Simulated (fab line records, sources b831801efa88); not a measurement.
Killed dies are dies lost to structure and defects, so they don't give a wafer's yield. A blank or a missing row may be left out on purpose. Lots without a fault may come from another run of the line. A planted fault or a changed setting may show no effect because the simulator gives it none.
fab line records | flow sfq_line
record lots=14 wafers=41 last_day=90
route steps=325 shown I7@296
lots that met no fault: from a run of the same line without faults
start_h: hours from the record's first day to the start of the lot's first wafer shown | wait_h: hours since the lot's step before | " the same as in the row above | L1.1+2: a row that stands for several wafers | - no value, or no start given | * or withheld: withheld | < > ~ a bound
route shown NAME@n: a module of which the file shows steps, and the number in the route of the first | usual: mean/standard deviation of fault-free wafers | same: alike in all rows | chamber/n: place in a boat | sites: the reading at each site | _std_site: their standard deviation | _edge_site: outer sites' mean less inner sites' | radius_mm: how far each site lies from the wafer's centre | mask NAME#n: copy n | behind: the tool/chamber that last shaped the wafer | hold: why the lot was held/for how many hours/how that ended | device: the transistor (n, p or np) that didn't switch | end of line: the same wafers' tests at the end of the route | a step without rows: its recipe alone | killed: dies lost to structure and defects at the first sort, not the wafer's yield | map: a wafer's dies, x killed, . not, _ none there
set.NAME: the setting as run; set.NAME@STEP: as run at that earlier step | model.NAME: the simulator's own value behind a step, which no gauge read
steps of the route over a sample of lots; a table a step, a row a wafer
services: from which hour (start_h, from the record's first day; less than 0 if before it) a tool's chamber was out of use, for how many hours, and why
## steps
# step SFQ_TRILAYER_I7_DEP_PECVD_183
# recipe material=SiO2 temp_c=150 time_s=111.11 pressure_torr=2.4 rf_w=183.3 precursor=SiH4/N2O target_thk_nm=500
# usual chamber_pressure_Torr=2.400/0.0049 heater_power_outer_w=31/7.9 heater_power_w=87/12 run_length_s=139.1/0.59 throttle_valve_pct=24.3/0.84
# columns lot.wafer tool chamber start_h wait_h chamber_pressure_Torr heater_power_outer_w heater_power_w run_length_s throttle_valve_pct
L584.2 pecvd-04 0 1763.09 0.0 2.402 21 72 139.7 24.9
L584.3 " 2 " " 2.400 33 82 138.2 24.1
L584.4 " 0 " " 2.405 23 75 139.7 24.9
L587.1 pecvd-04 0 1787.05 0.0 2.391 18 69 139.5 24.8
L587.5 " 1 " " 2.394 33 84 140.2 23.2
L587.6 " 0 " " 2.397 21 72 139.2 24.8
L588.2 pecvd-03 0 1789.45 0.0 2.390 29 96 138.4 23.6
L588.4 " 1 " " 2.398 35 97 138.4 24.2
L588.6 " 0 " " 2.397 33 102 139.0 23.5
L589.2 pecvd-01 2 1796.28 0.0 2.402 46 108 140.1 24.3
L589.4 " 2 " " 2.404 47 106 140.2 24.3
L589.5 " 1 " " 2.397 48 100 139.7 24.9
L590.1 pecvd-03 0 1800.25 0.0 2.393 34 99 138.4 23.8
L590.5 " 1 " " 2.404 23 81 138.4 24.3
L590.6 " 2 " " 2.398 17 72 138.9 22.9
L591.1 pecvd-04 2 1801.86 0.0 2.390 29 78 138.2 24.2
L591.4 " 2 " " 2.397 31 84 138.5 23.9
L591.5 " 1 " " 2.400 33 87 139.5 23.2
L595.3 pecvd-04 0 1830.01 0.0 2.401 25 79 139.3 25.0
L595.5 " 0 " " 2.403 26 78 139.2 24.9
L595.6 " 1 " " 2.405 35 89 139.3 23.2
L598.2 pecvd-03 1 1878.11 0.0 2.400 34 97 138.6 24.7
L598.5 " 0 " " 2.398 39 110 138.7 24.4
L598.6 " 2 " " 2.401 17 71 138.9 23.2
L599.1 pecvd-03 1 1880.45 0.0 2.399 37 98 138.7 24.4
L599.5 " 2 " " 2.397 23 80 145.9 23.1
L600.4 pecvd-01 2 1904.50 0.0 2.402 41 100 140.6 24.9
L600.5 " 0 " " 2.388 26 71 139.3 25.8
L600.6 " 1 " " 2.402 47 100 139.7 25.5
L602.1 pecvd-03 2 1913.19 0.0 2.398 22 77 138.9 23.3
L602.4 " 1 " " 2.388 24 82 138.2 24.6
L602.6 " 0 " " 2.398 41 110 145.0 24.2
L605.1 pecvd-04 2 1987.72 0.0 2.399 36 88 138.7 24.6
L605.2 " 1 " " 2.400 36 89 139.2 23.8
L605.6 " 0 " " 2.393 27 79 139.4 25.3
L606.2 pecvd-03 1 1988.90 0.0 2.395 25 83 138.2 24.9
L606.4 " 2 " " 2.406 28 84 138.9 23.5
L606.5 " 1 " " 2.395 29 88 138.2 25.0
L607.2 pecvd-03 0 1990.87 0.0 2.392 39 110 138.5 24.5
L607.4 " 1 " " 2.403 35 96 138.8 24.7
L607.5 " 0 " " 2.399 40 108 138.6 24.5
# step SFQ_TRILAYER_I7_CMP_CMP_184
# recipe material=SiO2 down_force_psi=3 platen_rpm=60 pad_velocity_m_s=0.94248
# usual motor_current_A=10.6/1.3 time_to_endpoint_s=219/8.4
# columns lot.wafer tool chamber start_h wait_h motor_current_A time_to_endpoint_s
L584.2 cmp-02 0 1763.16 0.0 9.9 225
L584.4 " 2 1764.16 1.0 9.8 224
L584.3 " 3 " " 12.0 225
L587.1 cmp-02 3 1788.12 1.0 12.7 222
L587.6 " 1 1789.12 2.0 13.1 222
L587.5 " 2 " " 9.4 220
L588.2 cmp-01 2 1789.52 0.0 9.9 200
L588.4 " 1 1791.02 1.5 10.0 210
L588.6 " 3 1792.02 2.5 10.6 214
L589.2 cmp-01 1 1796.35 0.0 9.6 209
L589.4 " 3 1797.35 1.0 10.3 220
L589.5 " 1 1798.35 2.0 9.8 210
L590.1 cmp-02 0 1800.82 0.5 10.4 212
L590.5 " 3 1802.32 2.0 12.5 211
L590.6 " 0 " " 10.2 227
L591.4 cmp-02 0 1803.82 1.9 10.5 221
L591.1 " 1 " " 12.7 216
L591.5 " 3 1805.32 3.4 12.7 224
L595.3 cmp-02 0 1832.25 2.2 10.2 229
L595.5 " 0 1834.25 4.2 10.3 233
L595.6 " 1 " " 13.5 217
L598.2 cmp-02 1 1891.75 13.6 12.9 221
L598.5 " 3 1892.75 14.6 12.5 225
L598.6 " 0 " " 10.2 235
L599.1 cmp-01 2 1894.87 14.4 10.2 213
L599.5 " 0 1895.87 15.3 8.4 257
L600.4 cmp-01 0 1925.37 20.8 9.0 222
L600.5 " 1 " " 9.6 216
L600.6 " 2 " " 10.3 211
L602.1 cmp-01 3 1933.37 20.1 10.5 228
L602.4 " 0 " " 9.3 237
L602.6 " 3 1935.37 22.1 10.4 253
L605.2 cmp-01 0 1987.80 0.0 8.7 229
L605.1 " 3 1989.30 1.5 10.7 224
L605.6 " 1 1990.30 2.5 9.7 222
L606.2 cmp-02 1 1988.98 0.0 13.0 217
L606.4 " 2 " " 9.4 222
L606.5 " 2 1991.48 2.5 9.5 210
L607.4 cmp-02 1 1991.98 1.0 12.8 216
L607.2 " 3 1992.98 2.1 11.8 217
L607.5 " 2 1994.48 3.5 9.1 212
# step SFQ_I7_BOW_MEAS_946
# recipe mode=bow
# usual I7_BOW=5/12
# columns lot.wafer tool chamber start_h wait_h I7_BOW[um]
L584.2 film_metro-03 - 1766.18 2.5 -12
L584.3 " - " " -6
L584.4 " - " " -7
L587.1 film_metro-02 - 1790.12 1.5 9
L587.5 " - " " 7
L587.6 " - " " 13
L588.2 film_metro-02 - 1792.54 2.5 -20
L588.4 " - " " 8
L588.6 " - " " -9
L589.2 film_metro-04 - 1799.37 2.5 11
L589.4 " - " " 16
L589.5 " - " " 4
L590.1 film_metro-02 - 1803.32 2.0 -1
L590.5 " - " " -3
L590.6 " - " " -16
L591.1 film_metro-04 - 1806.32 1.5 -3
L591.4 " - " " 9
L591.5 " - " " -3
L595.3 film_metro-02 - 1835.29 2.5 7
L595.5 " - " " 4
L595.6 " - " " 3
L598.2 film_metro-02 - 1893.77 1.5 6
L598.5 " - " " 4
L598.6 " - " " 17
L599.1 film_metro-04 - 1896.87 1.5 22
L599.5 " - " " 21
L600.4 film_metro-02 - 1926.93 1.1 -8
L600.5 " - " " 1
L600.6 " - " " -13
L602.1 film_metro-03 - 1935.87 2.0 18
L602.4 " - " " 23
L602.6 " - " " 15
L605.1 film_metro-02 - 1990.80 1.0 0
L605.2 " - " " -10
L605.6 " - " " 7
L606.2 film_metro-03 - 1992.00 2.5 -5
L606.4 " - " " 0
L606.5 " - " " 8
L607.2 film_metro-02 - 1995.00 1.5 -3
L607.4 " - " " -4
L607.5 " - " " -1
# step SFQ_I7_OVL_MEAS_947
# usual I7_OVL=5/5.8
# columns lot.wafer tool chamber start_h wait_h I7_OVL[nm]
L584.2 overlay-01 - 1774.47 0.1 7
L584.3 " - " " 8
L584.4 " - " " 6
L587.1 overlay-02 - 1802.07 0.1 1
L587.5 " - " " 6
L587.6 " - " " 13
L588.2 overlay-01 - 1806.67 0.1 5
L588.4 " - " " 5
L588.6 " - " " 4
L589.2 overlay-01 - 1815.07 0.1 -2
L589.4 " - " " -1
L589.5 " - " " -10
L590.1 overlay-01 - 1819.87 0.1 6
L590.5 " - " " 6
L590.6 " - " " 6
L591.1 overlay-01 - 1824.22 0.1 5
L591.4 " - " " 8
L591.5 " - " " 4
L595.3 overlay-02 - 1908.48 0.1 2
L595.5 " - " " -9
L595.6 " - " " -5
L598.2 overlay-02 - 1957.20 0.1 0
L598.5 " - " " 0
L598.6 " - " " 3
L599.1 overlay-01 - 1960.79 0.1 4
L599.5 " - " " 7
L600.4 overlay-02 - 1998.42 0.1 0
L600.5 " - " " 1
L600.6 " - " " 3
L602.1 overlay-02 - 2014.00 0.1 0
L602.4 " - " " 7
L602.6 " - " " 4
L605.1 overlay-01 - 2069.55 0.1 14
L605.2 " - " " 14
L605.6 " - " " 16
L606.2 overlay-02 - 2070.76 0.1 16
L606.4 " - " " 14
L606.5 " - " " 19
L607.2 overlay-01 - 2074.36 0.1 7
L607.4 " - " " 7
L607.5 " - " " 1
# step SFQ_TRILAYER_I7_VIA_STRIP_STRIP_191
# recipe gas=O2 power_w=200 platen_temp_c=40 overash_fraction=0.65 chemistry=O2 pressure_mtorr=50
# usual drypump_motor_current_A=5.5/0.59 he_backside_leak_sccm=3.5/0.33 oes_product_au=0.998/0.0089
# columns lot.wafer tool chamber start_h wait_h drypump_motor_current_A he_backside_leak_sccm oes_product_au rf_hours_counter_h
L584.2 rie_metal-01 1 1774.65 - 6.6 3.3 0.991 30
L584.3 " 1 " " 6.6 3.1 0.995 -
L584.4 " 0 " " 5.1 3.5 0.981 -
L587.1 rie_metal-02 1 1802.25 - 5.7 3.5 1.008 45
L587.5 " 0 " " 5.1 3.4 0.999 -
L587.6 " 1 " " 5.7 3.6 1.006 -
L588.2 rie_metal-01 0 1806.85 - 5.1 3.4 1.004 61
L588.4 " 0 " " 5.1 3.5 1.005 -
L588.6 " 1 " " 6.6 3.0 1.003 -
L589.2 rie_metal-02 1 1815.25 - 5.8 3.7 1.001 48
L589.4 " 1 " " 5.7 3.6 0.991 -
L589.5 " 1 " " 5.7 3.5 0.996 -
L590.1 rie_metal-01 1 1820.05 - 6.6 3.0 0.994 38
L590.5 " 0 " " 5.1 3.4 1.011 -
L590.6 " 1 " " 6.7 3.2 1.007 -
L591.1 rie_metal-03 1 1824.40 - 5.3 3.5 1.001 44
L591.4 " 1 " " 5.3 3.5 0.980 -
L591.5 " 0 " " 5.1 3.4 1.005 -
L595.3 rie_metal-03 1 1908.85 - 5.3 3.5 0.989 -
L595.5 " 0 " " 5.1 3.8 1.022 -
L595.6 " 1 " " 5.3 3.5 1.000 -
L598.2 rie_metal-01 1 1957.38 - 6.6 3.3 0.997 56
L598.5 " 0 " " 5.1 3.4 1.002 -
L598.6 " 1 " " 6.6 3.2 1.005 -
L599.1 rie_metal-01 1 1960.98 - 6.7 3.2 0.998 56
L599.5 " 0 " " 5.1 3.5 1.000 -
L600.4 rie_metal-01 1 1998.79 - 6.7 3.4 0.999 -
L600.5 " 1 " " 6.6 3.3 0.999 -
L600.6 " 0 " " 5.1 3.5 0.995 -
L602.1 rie_metal-02 0 2014.19 - 5.0 3.3 0.997 93
L602.4 " 1 " " 5.8 3.5 1.003 -
L602.6 " 0 " " 5.0 3.4 1.002 -
L605.1 rie_metal-03 1 2069.74 - 5.3 3.6 0.990 77
L605.2 " 0 " " 5.1 4.0 1.020 96
L605.6 " 1 " " 5.2 3.7 1.000 -
L606.2 rie_metal-02 0 2070.94 - 5.0 3.4 1.002 100
L606.4 " 0 " " 5.0 3.5 0.999 -
L606.5 " 1 " " 5.7 3.7 1.014 -
L607.2 rie_metal-01 1 2074.54 - 6.6 3.2 1.002 70
L607.4 " 0 " " 5.1 3.7 0.985 -
L607.5 " 0 " " 5.1 3.8 0.987 -
## services
# columns tool chamber start_h hours kind
cmp-02 - 1749.84 0.5 repair
cmp-01 - 1764.83 0.8 repair
cmp-01 - 1776.29 4.0 pm
pecvd-03 - 1793.14 6.0 pm
rie_metal-01 - 1794.11 2.8 pm
cmp-02 - 1809.98 3.6 repair
cmp-01 - 1818.12 15.7 pm
pecvd-03 - 1862.20 0.7 repair
pecvd-03 - 1882.48 2.8 pm
cmp-02 - 1886.16 1.6 repair
cmp-02 - 1912.47 1.6 repair
cmp-02 - 1917.15 0.7 repair
cmp-02 - 1931.36 0.9 repair
cmp-02 - 1944.70 3.2 repair
cmp-02 - 1947.92 4.0 pm
cmp-01 - 1953.76 0.2 repair
cmp-02 - 1959.63 9.5 pm
rie_metal-01 - 1964.43 0.2 repair
cmp-01 - 1969.15 0.4 repair
cmp-02 - 1969.91 0.6 repair
pecvd-03 - 1986.95 1.1 repair
cmp-01 - 1993.80 3.5 pm
cmp-02 - 2020.85 1.3 repair
cmp-02 - 2062.69 4.3 repair
## key
first_sign step=SFQ_TRILAYER_I7_DEP_PECVD_183 reading=run_length_s direction=up sigmas=11 usual=* struck=*
effect step=SFQ_TRILAYER_I7_CMP_CMP_184 reading=time_to_endpoint_s direction=up sigmas=4.3 usual=* struck=*
met_at SFQ_TRILAYER_I7_DEP_PECVD_183
struck_lots L599,L602
struck_wafers L599.5,L602.6
not_acting_at SFQ_I7_BOW_MEAS_946,SFQ_I7_OVL_MEAS_947,SFQ_TRILAYER_I7_VIA_STRIP_STRIP_191
onset_between 1878.11 1880.45
fault kind=process_parameter_drift tool=pecvd-03 chamber=- onset_h=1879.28 steps=SFQ_TRILAYER_I7_DEP_PECVD_183 channel=time_s offset=* shape=step end_h=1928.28 scope=struck_wafers_only acts_in=* stated=*
